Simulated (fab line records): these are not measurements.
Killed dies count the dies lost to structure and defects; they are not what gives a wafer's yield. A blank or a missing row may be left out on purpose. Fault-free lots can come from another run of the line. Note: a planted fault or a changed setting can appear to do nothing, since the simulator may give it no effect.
Chamber matching || flow sky130 || rie-si-01 running SKY_FIELD_ISO_ETCH_17: 4 sister chambers
The step etches Si in HBr/Cl2/O2, target depth 342 nm, time 97.7 s. 14 wafers are shown with their chamber, then 7 later ones without.

## WAFERS PAIRED WITH THEIR CHAMBERS
{"wafer": "L656.2", "chamber": 2, "drypump-motor-current-A (A)": 5.1, "oes-product-au (a.u.)": 1.012, "throttle-valve-pct (%)": 25.653}
{"wafer": "L656.3", "chamber": 3, "drypump-motor-current-A (A)": 5.4, "oes-product-au (a.u.)": 1.006, "throttle-valve-pct (%)": 25.653}
{"wafer": "L656.6", "chamber": 0, "drypump-motor-current-A (A)": 5.1, "oes-product-au (a.u.)": 0.993, "throttle-valve-pct (%)": 25.652}
{"wafer": "L657.1", "chamber": 0, "drypump-motor-current-A (A)": 5.1, "oes-product-au (a.u.)": 0.989, "throttle-valve-pct (%)": 25.672}
{"wafer": "L657.2", "chamber": 2, "drypump-motor-current-A (A)": 5.1, "oes-product-au (a.u.)": 1.004, "throttle-valve-pct (%)": 25.656}
{"wafer": "L657.3", "chamber": 1, "drypump-motor-current-A (A)": 6.2, "oes-product-au (a.u.)": 0.985, "throttle-valve-pct (%)": 25.660}
{"wafer": "L662.2", "chamber": 0, "drypump-motor-current-A (A)": 5.1, "oes-product-au (a.u.)": 1.000, "throttle-valve-pct (%)": 25.659}
{"wafer": "L662.4", "chamber": 3, "drypump-motor-current-A (A)": 5.4, "oes-product-au (a.u.)": 0.997, "throttle-valve-pct (%)": 25.669}
{"wafer": "L662.6", "chamber": 1, "drypump-motor-current-A (A)": 6.1, "oes-product-au (a.u.)": 1.006, "throttle-valve-pct (%)": 25.643}
{"wafer": "L675.1", "chamber": 2, "drypump-motor-current-A (A)": 5.2, "oes-product-au (a.u.)": 1.014, "throttle-valve-pct (%)": 25.643}
{"wafer": "L675.2", "chamber": 1, "drypump-motor-current-A (A)": 6.2, "oes-product-au (a.u.)": 0.993, "throttle-valve-pct (%)": 25.665}
{"wafer": "L675.4", "chamber": 0, "drypump-motor-current-A (A)": 5.1, "oes-product-au (a.u.)": 0.998, "throttle-valve-pct (%)": 25.640}
{"wafer": "L676.1", "chamber": 3, "drypump-motor-current-A (A)": 5.4, "oes-product-au (a.u.)": 1.006, "throttle-valve-pct (%)": 25.665}
{"wafer": "L676.3", "chamber": 1, "drypump-motor-current-A (A)": 6.2, "oes-product-au (a.u.)": 0.974, "throttle-valve-pct (%)": 25.657}

SIGNATURES (means of the wafers above)
{"reading": "drypump-motor-current-A", "chamber 0": 5.100, "chamber 1": 6.175, "chamber 2": 5.133, "chamber 3": 5.400, "scatter within a chamber": 0.0376}
{"reading": "oes-product-au", "chamber 0": 0.99500, "chamber 1": 0.98950, "chamber 2": 1.01000, "chamber 3": 1.00300, "scatter within a chamber": 0.00854}
{"reading": "throttle-valve-pct", "chamber 0": 25.65575, "chamber 1": 25.65625, "chamber 2": 25.65067, "chamber 3": 25.66233, "scatter within a chamber": 0.0102}
Rule: a wafer's distance from a chamber is the root of the sum, over the readings, of the square of ((its reading less the chamber's mean) divided by the reading's scatter). If the next closest chamber is less than 2 further off than the closest, the wafer can't be placed; otherwise it belongs to the closest. The scatter: take each reading less its chamber's mean, square it, sum over the shown wafers, divide by the number of wafers less the number of chambers, and take the root.

## WAFERS WITH NO CHAMBER GIVEN
{"wafer": "L676.6", "drypump-motor-current-A (A)": 5.4, "oes-product-au (a.u.)": 1.003, "throttle-valve-pct (%)": 25.664}
{"wafer": "L677.3", "drypump-motor-current-A (A)": 5.4, "oes-product-au (a.u.)": 0.996, "throttle-valve-pct (%)": 25.645}
{"wafer": "L677.4", "drypump-motor-current-A (A)": 5.1, "oes-product-au (a.u.)": 0.998, "throttle-valve-pct (%)": 25.660}
{"wafer": "L677.5", "drypump-motor-current-A (A)": 5.2, "oes-product-au (a.u.)": 1.002, "throttle-valve-pct (%)": 25.674}
{"wafer": "L678.2", "drypump-motor-current-A (A)": 5.1, "oes-product-au (a.u.)": 0.993, "throttle-valve-pct (%)": 25.669}
{"wafer": "L678.3", "drypump-motor-current-A (A)": 5.1, "oes-product-au (a.u.)": 1.001, "throttle-valve-pct (%)": 25.654}
{"wafer": "L678.4", "drypump-motor-current-A (A)": 6.2, "oes-product-au (a.u.)": 0.988, "throttle-valve-pct (%)": 25.665}

## WHICH CHAMBER EACH WENT THROUGH
{"wafer": "L676.6", "from the rows above": 3, "in truth": 3}
{"wafer": "L677.3", "from the rows above": 3, "in truth": 3}
{"wafer": "L677.4", "from the rows above": "can't be placed: 0 or 2", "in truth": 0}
{"wafer": "L677.5", "from the rows above": "can't be placed: 2 or 0", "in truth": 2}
{"wafer": "L678.2", "from the rows above": "can't be placed: 0 or 2", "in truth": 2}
{"wafer": "L678.3", "from the rows above": "can't be placed: 0 or 2", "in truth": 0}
{"wafer": "L678.4", "from the rows above": 1, "in truth": 1}
Correct placement for 3 of the 7. These rows do not allow placing 4 (true chamber among the candidates in 4). 0 placed wrongly.
